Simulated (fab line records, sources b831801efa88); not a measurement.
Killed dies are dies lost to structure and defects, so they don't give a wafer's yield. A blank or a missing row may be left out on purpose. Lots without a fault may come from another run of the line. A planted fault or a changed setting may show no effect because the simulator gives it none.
Chamber matching | flow gf180mcu | GF_POLY_GATE_ETCH_13 on rie_si-01: 4 sister chambers
The step etches poly-Si in HBr/Cl2, stops on SiO2, target depth 198.5 nm, time 69.6 s. 27 wafers are shown with their chamber, then 12 later ones without.

WAFERS WITH THEIR CHAMBER
wafer  | chamber | drypump_motor_current_A (A) | throttle_valve_pct (%) | HBr_flow_sccm (sccm)
L074.3 | 3       | 5.4                         | 33.711                 | 149.9
L074.5 | 2       | 6.3                         | 33.696                 | 150.1
L074.6 | 1       | 6.1                         | 33.684                 | 149.3
L075.1 | 2       | 6.3                         | 33.692                 | 150.0
L075.5 | 1       | 6.1                         | 33.678                 | 150.3
L075.6 | 0       | 5.3                         | 33.664                 | 150.3
L077.2 | 3       | 5.4                         | 33.687                 | 150.1
L077.3 | 0       | 5.3                         | 33.668                 | 150.2
L077.4 | 2       | 6.2                         | 33.682                 | 149.4
L079.2 | 0       | 5.3                         | 33.671                 | 150.4
L079.4 | 3       | 5.4                         | 33.675                 | 150.7
L079.6 | 2       | 6.3                         | 33.685                 | 149.5
L080.2 | 1       | 6.1                         | 33.682                 | 149.4
L080.3 | 3       | 5.4                         | 33.689                 | 149.9
L080.4 | 0       | 5.3                         | 33.663                 | 150.7
L081.2 | 2       | 6.3                         | 33.675                 | 150.1
L081.3 | 1       | 6.1                         | 33.667                 | 149.7
L081.4 | 0       | 5.3                         | 33.668                 | 150.3
L084.3 | 2       | 6.3                         | 33.694                 | 149.4
L084.5 | 0       | 5.3                         | 33.691                 | 149.4
L084.6 | 1       | 6.1                         | 33.679                 | 149.4
L085.1 | 0       | 5.3                         | 33.692                 | 150.4
L085.2 | 3       | 5.4                         | 33.685                 | 149.2
L085.5 | 1       | 6.1                         | 33.681                 | 149.4
L086.4 | 3       | 5.4                         | 33.683                 | 150.2
L086.5 | 2       | 6.3                         | 33.697                 | 150.1
L086.6 | 0       | 5.2                         | 33.694                 | 149.5

SIGNATURES (means of the wafers above)
reading                 | chamber 0 | chamber 1 | chamber 2 | chamber 3 | scatter within a chamber
drypump_motor_current_A | 5.287     | 6.100     | 6.286     | 5.400     | 0.0274
throttle_valve_pct      | 33.67638  | 33.67850  | 33.68871  | 33.68833  | 0.0106
HBr_flow_sccm           | 150.150   | 149.583   | 149.800   | 150.000   | 0.422
Rule: a wafer's distance from a chamber is the root of the sum, over the readings, of the square of ((its reading less the chamber's mean) divided by the reading's scatter). The wafer belongs to the nearest chamber; if the next one is less than 2 further off, it can't be placed. The scatter: the root of (the sum of the squares of (reading less its chamber's mean) over the shown wafers, divided by (wafers less chambers)).

WAFERS WITHOUT THEIR CHAMBER
wafer  | drypump_motor_current_A (A) | throttle_valve_pct (%) | HBr_flow_sccm (sccm)
L089.2 | 5.3                         | 33.684                 | 149.9
L089.4 | 6.3                         | 33.689                 | 150.3
L089.6 | 5.3                         | 33.684                 | 149.7
L092.2 | 5.3                         | 33.688                 | 150.4
L092.4 | 6.1                         | 33.709                 | 149.2
L092.5 | 6.3                         | 33.677                 | 150.2
L094.2 | 5.3                         | 33.677                 | 149.4
L094.5 | 6.0                         | 33.677                 | 150.2
L094.6 | 6.3                         | 33.686                 | 148.9
L095.1 | 5.4                         | 33.665                 | 150.7
L095.4 | 5.4                         | 33.679                 | 150.5
L095.5 | 5.3                         | 33.682                 | 150.0

WHICH CHAMBER EACH WENT THROUGH
wafer  | from the rows above     | in truth
L089.2 | 0                       | 0
L089.4 | 2                       | 2
L089.6 | 0                       | 0
L092.2 | 0                       | 0
L092.4 | 1                       | 1
L092.5 | 2                       | 2
L094.2 | 0                       | 0
L094.5 | 1                       | 1
L094.6 | 2                       | 2
L095.1 | can't be placed: 3 or 0 | 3
L095.4 | 3                       | 3
L095.5 | 0                       | 0
Placed correctly: 11 of 12. Can't be placed from these rows: 1 (the true chamber is among the candidates in 1). Placed wrongly: 0.
